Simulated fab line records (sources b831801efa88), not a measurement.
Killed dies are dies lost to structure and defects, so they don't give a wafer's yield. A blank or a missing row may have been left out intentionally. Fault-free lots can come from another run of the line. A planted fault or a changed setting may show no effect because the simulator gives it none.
Which tool is to blame? | flow sky130 | 14 lots with 42 wafers sampled at 6 steps, on a route of 708 steps

WHAT THE GAUGES READ, wafer by wafer
SKY_LDD_N_TW_MEAS_17. Usual: for LDD_N_TW the level is 2582 and the standard deviation is 29.
lot  | measured     | on            | LDD_N_TW       | flag
L542 | day 17 20:56 | film metro-01 | 2575 2584 2593 |
L543 | day 18 05:53 | film metro-04 | 2618 2611 2615 |
L544 | day 18 18:23 | film metro-02 | 2537 2532 2541 |
L545 | day 19 00:06 | film metro-01 | 2576 2590 2592 |
L546 | day 19 06:52 | film metro-02 | 2549 2532 2544 |
L548 | day 20 10:11 | film metro-04 | 2621 2616 2624 |
L550 | day 21 01:27 | film metro-04 | 2614 2597 2609 |
L552 | day 21 12:14 | film metro-02 | 2557 2553 2553 |
L554 | day 22 07:50 | film metro-02 | 2527 2539 2530 |
L557 | day 23 17:55 | film metro-01 | 2588 2586 2585 |
L559 | day 24 04:53 | film metro-04 | 2617 2616 2608 |
L561 | day 24 19:31 | film metro-04 | 2604 2617 2628 |
L562 | day 25 01:59 | film metro-04 | 2602 2608 2606 |
L564 | day 26 07:46 | film metro-04 | 2608 2611 2601 |

SKY_SD_N_RS_MEAS_16: uses a four-point probe to measure. Usual: for SD_N_RS the level is 68.47 ohm/sq and the standard deviation is 0.1.
lot  | measured     | on            | SD_N_RS (ohm/sq)  | flag
L542 | day 28 00:26 | film metro-02 | 68.46 68.59 68.52 |
L543 | day 28 09:38 | film metro-01 | 68.24 68.34 68.35 |
L544 | day 28 23:28 | film metro-01 | 68.46 68.59 68.73 |
L545 | day 29 06:45 | film metro-02 | 68.50 68.53 68.40 |
L546 | day 29 09:13 | film metro-02 | 68.49 68.28 68.56 |
L548 | day 30 10:16 | film metro-02 | 68.25 68.43 68.43 |
L550 | day 31 00:41 | film metro-02 | 68.42 68.49 68.44 |
L552 | day 31 11:58 | film metro-02 | 72.47 72.53 72.51 | OFF
L554 | day 32 03:36 | film metro-03 | 72.49 72.38 72.48 | OFF
L557 | day 33 10:43 | film metro-01 | 68.61 68.50 68.39 |
L559 | day 33 19:59 | film metro-03 | 68.49 68.38 68.63 |
L561 | day 34 08:49 | film metro-02 | 68.49 68.69 68.33 |
L562 | day 34 15:40 | film metro-03 | 68.43 68.41 68.36 |
L564 | day 35 17:12 | film metro-02 | 68.39 68.43 68.53 |

SKY_SD_N_RS_MEAS_17: uses a four-point probe to measure. Usual: for SD_P_RS the level is 147.0 ohm/sq and the standard deviation is 0.33.
lot  | measured     | on            | SD_P_RS (ohm/sq)  | flag
L542 | day 28 00:33 | film metro-02 | 146.7 146.7 146.7 |
L543 | day 28 09:45 | film metro-01 | 146.9 147.0 146.8 |
L544 | day 28 23:35 | film metro-01 | 147.5 147.3 147.1 |
L545 | day 29 06:52 | film metro-02 | 147.2 146.9 146.8 |
L546 | day 29 09:20 | film metro-02 | 147.0 147.1 147.0 |
L548 | day 30 10:23 | film metro-02 | 146.8 146.5 146.4 |
L550 | day 31 00:49 | film metro-02 | 147.3 147.1 146.9 |
L552 | day 31 12:05 | film metro-02 | 170.6 170.9 170.3 | OFF
L554 | day 32 03:43 | film metro-03 | 170.7 170.2 170.7 | OFF
L557 | day 33 10:50 | film metro-01 | 147.6 146.8 146.8 |
L559 | day 33 20:07 | film metro-03 | 146.9 146.8 147.3 |
L561 | day 34 08:56 | film metro-02 | 147.0 147.6 147.0 |
L562 | day 34 15:47 | film metro-03 | 147.0 146.6 146.9 |
L564 | day 35 17:19 | film metro-02 | 146.9 146.6 146.4 |

SKY_LOCAL_INTERCONNECT_OVL_MEAS_12. Usual: for LOCAL_INTERCONNECT_OVL the level is 1 nm and the standard deviation is 6.
lot  | measured     | on         | LOCAL_INTERCONNECT_OVL (nm) | flag
L542 | day 30 11:33 | overlay-02 | 0 -1 10                     |
L543 | day 30 20:22 | overlay-01 | -6 6 1                      |
L544 | day 31 08:24 | overlay-02 | 6 -1 7                      |
L545 | day 31 16:43 | overlay-02 | 5 -2 5                      |
L546 | day 31 19:25 | overlay-02 | -5 -4 3                     |
L548 | day 32 19:07 | overlay-01 | 10 -6 -2                    |
L550 | day 33 08:35 | overlay-01 | -6 0 -12                    |
L552 | day 33 20:00 | overlay-02 | -6 -10 -8                   |
L554 | day 34 11:46 | overlay-02 | 6 14 1                      |
L557 | day 35 18:49 | overlay-02 | 0 -1 -3                     |
L559 | day 36 03:45 | overlay-02 | 3 11 9                      |
L561 | day 36 17:04 | overlay-02 | 9 5 -2                      |
L562 | day 36 22:28 | overlay-02 | -4 -5 -4                    |
L564 | day 38 00:15 | overlay-02 | -1 5 -2                     |

WHAT TOOL EACH LOT RAN ON (gives the tool, then ch and the chambers of the sampled wafers, and finally the start)
lot  | SKY_SD_N_RTA_14                  | SKY_LI_CONTACT_SPUTTER_19
L542 | rtp anneal-01 ch 0, day 28 00:16 | pvd sputter-01, day 29 06:31
L543 | rtp anneal-02 ch 0, day 28 09:28 | pvd sputter-04, day 29 15:10
L544 | rtp anneal-01 ch 0, day 28 23:17 | pvd sputter-01, day 30 04:34
L545 | rtp anneal-02 ch 0, day 29 06:34 | pvd sputter-04, day 30 12:06
L546 | rtp anneal-01 ch 0, day 29 09:02 | pvd sputter-02, day 30 15:04
L548 | rtp anneal-01 ch 0, day 30 10:05 | pvd sputter-02, day 31 15:46
L550 | rtp anneal-01 ch 0, day 31 00:29 | pvd sputter-02, day 32 05:26
L552 | rtp anneal-01 ch 0, day 31 11:48 | pvd sputter-04, day 32 16:01
L554 | rtp anneal-01 ch 0, day 32 03:25 | pvd sputter-01, day 33 08:31
L557 | rtp anneal-02 ch 0, day 33 10:29 | pvd sputter-04, day 34 14:28
L559 | rtp anneal-02 ch 0, day 33 19:49 | pvd sputter-02, day 35 00:26
L561 | rtp anneal-02 ch 0, day 34 08:37 | pvd sputter-04, day 35 13:32
L562 | rtp anneal-01 ch 0, day 34 15:30 | pvd sputter-01, day 35 19:47
L564 | rtp anneal-01 ch 0, day 35 17:01 | pvd sputter-02, day 36 20:59
- SKY_SD_N_RTA_14: time 2 s.
- SKY_LI_CONTACT_SPUTTER_19: material Ti, target thk 20 nm, time 106.37 s.

AS READ BY THE TOOLS THEMSELVES (means over the sampled wafers that have a number; for cases with no such wafer, the mark the record gives instead)
SKY_SD_N_RTA_14. Usual: lamp power pct 15.74 %, standard deviation 0.053; wafer_temp_C_max 1078.0, standard deviation 1.3.
lot  | tool          | lamp power pct (%) | wafer_temp_C_max | flag
L542 | rtp anneal-01 | 15.78              | 1078.8           |
L543 | rtp anneal-02 | 15.83              | 1077.6           |
L544 | rtp anneal-01 | 15.76              | 1077.4           |
L545 | rtp anneal-02 | 15.71              | 1077.8           |
L546 | rtp anneal-01 | 15.71              | 1077.8           |
L548 | rtp anneal-01 | 15.67              | 1078.6           |
L550 | rtp anneal-01 | 15.74              | 1077.7           |
L552 | rtp anneal-01 | 15.04              | 1052.2           | OFF
L554 | rtp anneal-01 | 15.03              | 1052.3           | OFF
L557 | rtp anneal-02 | 15.76              | 1078.0           |
L559 | rtp anneal-02 | 15.75              | 1079.7           |
L561 | rtp anneal-02 | 15.72              | 1079.0           |
L562 | rtp anneal-01 | 15.75              | 1079.4           |
L564 | rtp anneal-01 | 15.70              | 1078.0           |

SKY_LI_CONTACT_SPUTTER_19. Usual: throttle valve pct at 29.8 %, with a standard deviation of 1.2.
lot  | tool           | throttle valve pct (%) | flag
L542 | pvd sputter-01 | 27.5                   |
L543 | pvd sputter-04 | 30.0                   |
L544 | pvd sputter-01 | 28.3                   |
L545 | pvd sputter-04 | 30.2                   |
L546 | pvd sputter-02 | 30.4                   |
L548 | pvd sputter-02 | 30.8                   |
L550 | pvd sputter-02 | 31.1                   |
L552 | pvd sputter-04 | 30.1                   |
L554 | pvd sputter-01 | 28.5                   |
L557 | pvd sputter-04 | 30.4                   |
L559 | pvd sputter-02 | 30.7                   |
L561 | pvd sputter-04 | 29.9                   |
L562 | pvd sputter-01 | 28.6                   |
L564 | pvd sputter-02 | 30.8                   |

THE ANSWER, worked out from the rows above alone
Rule: take the mean of a lot's wafers that have a number; if it is more than 3 standard deviations from the usual mean, the lot is off. A lot without any number at a reading at which 4 lots or more have one is off too. Any other lot the step has rows for is counted as sound. The gauges are gone through in route order, then the tools' own readings, and for those a lot's mean is taken as printed above. At the first step where some lot is off, the reading lying furthest off is the one used; lots without a number count as furthest.
Off: at SKY_SD_N_RS_MEAS_16 (SD_N_RS), L552, L554.
A tool fits if, at a process step before that reading, it ran every lot that is off, and no sound lot after the first of them. The gauges at SKY_SD_N_RS_MEAS_16 aren't tried: what is off there is off at SKY_SD_N_RTA_14 too, on other tools, and a gauge's error can't cause that. Not one of the candidates tried fits.

WHAT THE SIMULATOR HAD PUT IN
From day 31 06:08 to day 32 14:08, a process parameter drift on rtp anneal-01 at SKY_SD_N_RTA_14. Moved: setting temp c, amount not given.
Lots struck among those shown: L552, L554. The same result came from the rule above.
